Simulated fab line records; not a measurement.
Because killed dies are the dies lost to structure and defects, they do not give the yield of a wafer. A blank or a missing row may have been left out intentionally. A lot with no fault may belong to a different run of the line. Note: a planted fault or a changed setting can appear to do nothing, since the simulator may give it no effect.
Check of tool commonality | flow gf180mcu | 13 lots, 39 wafers sampled

== REASON FOR OPENING ==
Of 13 lots, 2 have the reading HV_LDD_CVD_54_THK flagged at GF_HV_LDD_THK_MEAS_55. No-fault wafers: 9.98 nm, standard deviation 0.13.
Rule: flag the lot when none of its wafers has a number, or when each of its wafers that has one lies beyond 4 standard deviations from that mean. The other lots count as sound.

lot  | measured     | on            | HV_LDD_CVD_54_THK (nm), wafer by wafer | flag
L362 | day 12 06:32 | film metro-01 | 10.09 10.07 10.08                      |
L365 | day 13 10:58 | film metro-04 | 10.01 9.96 9.92                        |
L366 | day 13 17:22 | film metro-01 | 10.01 9.94 9.95                        |
L368 | day 14 13:44 | film metro-04 | 10.02 10.02 9.83                       |
L369 | day 14 22:05 | film metro-01 | 9.82 9.77 9.78                         |
L370 | day 15 02:31 | film metro-04 | 10.00 10.03 10.06                      |
L372 | day 15 19:14 | film metro-01 | 10.10 10.13 10.29                      |
L373 | day 16 03:20 | film metro-01 | 10.31 10.41 10.13                      |
L374 | day 16 11:22 | film metro-04 | 10.11 10.22 10.26                      |
L375 | day 16 17:26 | film metro-03 | 10.11 9.99 9.96                        |
L382 | day 19 06:28 | film metro-01 | 14.26 14.22 14.18                      | FLAGGED
L383 | day 19 14:58 | film metro-01 | 9.84 9.89 9.84                         |
L385 | day 20 00:34 | film metro-03 | 14.11 14.15 14.13                      | FLAGGED
The mean of the flagged lots' numbers is 14.18 nm, +4.20 nm from the usual (+32 standard deviations).

== LOT BY LOT: THE TOOL USED ==
The record holds 1 process step before the reading, out of a route of 602 steps. Every cell lists first the tool, next ch and the chambers used by the sampled wafers, and last the start.
lot  | flag    | GF_HV_LDD_CVD_54
L362 |         | lpcvd-02 ch 0, day 12 05:31
L365 |         | lpcvd-02 ch 1, day 13 09:56
L366 |         | lpcvd-01 ch 1, day 13 16:20
L368 |         | lpcvd-02 ch 1, day 14 12:42
L369 |         | lpcvd-02 ch 1, day 14 21:02
L370 |         | lpcvd-02 ch 1, day 15 01:29
L372 |         | lpcvd-02 ch 0, day 15 18:11
L373 |         | lpcvd-02 ch 1, day 16 02:19
L374 |         | lpcvd-02 ch 0, day 16 10:21
L375 |         | lpcvd-02 ch 1, day 16 16:23
L382 | FLAGGED | lpcvd-02 ch 0, day 19 05:26
L383 |         | lpcvd-01 ch 0, day 19 13:26
L385 | FLAGGED | lpcvd-02 ch 1, day 19 23:32
These steps, and what they do:
- GF_HV_LDD_CVD_54: deposits SiO2 from TEOS, target thk 10 nm, time 75 s.
- GF_HV_LDD_THK_MEAS_55

== FLAGGED OVER TOTAL, TOOL BY TOOL (the gauges that took the reading come last) ==
step                  | tool          | lots run | flagged | share of the flagged lots | sound lots run after its first flagged lot
GF_HV_LDD_CVD_54      | lpcvd-01      | 2        | 0       | none                      | -
GF_HV_LDD_CVD_54      | lpcvd-02      | 11       | 2       | all                       | 0
GF_HV_LDD_THK_MEAS_55 | film metro-01 | 7        | 1       | some                      | 1 (L383)
GF_HV_LDD_THK_MEAS_55 | film metro-03 | 2        | 1       | some                      | 0
GF_HV_LDD_THK_MEAS_55 | film metro-04 | 4        | 0       | none                      | -

== THE TABLE: WHAT IT ALLOWS ==
In the table, 1 row covers all flagged lots: lpcvd-02 at GF_HV_LDD_CVD_54.
- lpcvd-02 at GF_HV_LDD_CVD_54: 2 of its 11 lots flagged. A fault beginning between L375 (day 16 16:23), its last sound lot, and L382 (day 19 05:26), its first flagged one, fits the data. Its own readings (spike tc bottom C, spike tc centre C, spike tc lower C, spike tc top C, spike tc upper C) fall more than 4 standard deviations out on all wafers of the flagged lots.
Left over: one tool, lpcvd-02 at GF_HV_LDD_CVD_54.

== WHAT HAD BEEN PUT IN BY THE SIMULATOR ==
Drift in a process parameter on lpcvd-02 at GF_HV_LDD_CVD_54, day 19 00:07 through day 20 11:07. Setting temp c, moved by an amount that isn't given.
Struck lots among those shown: L382, L385. This agrees with what the rule above found.
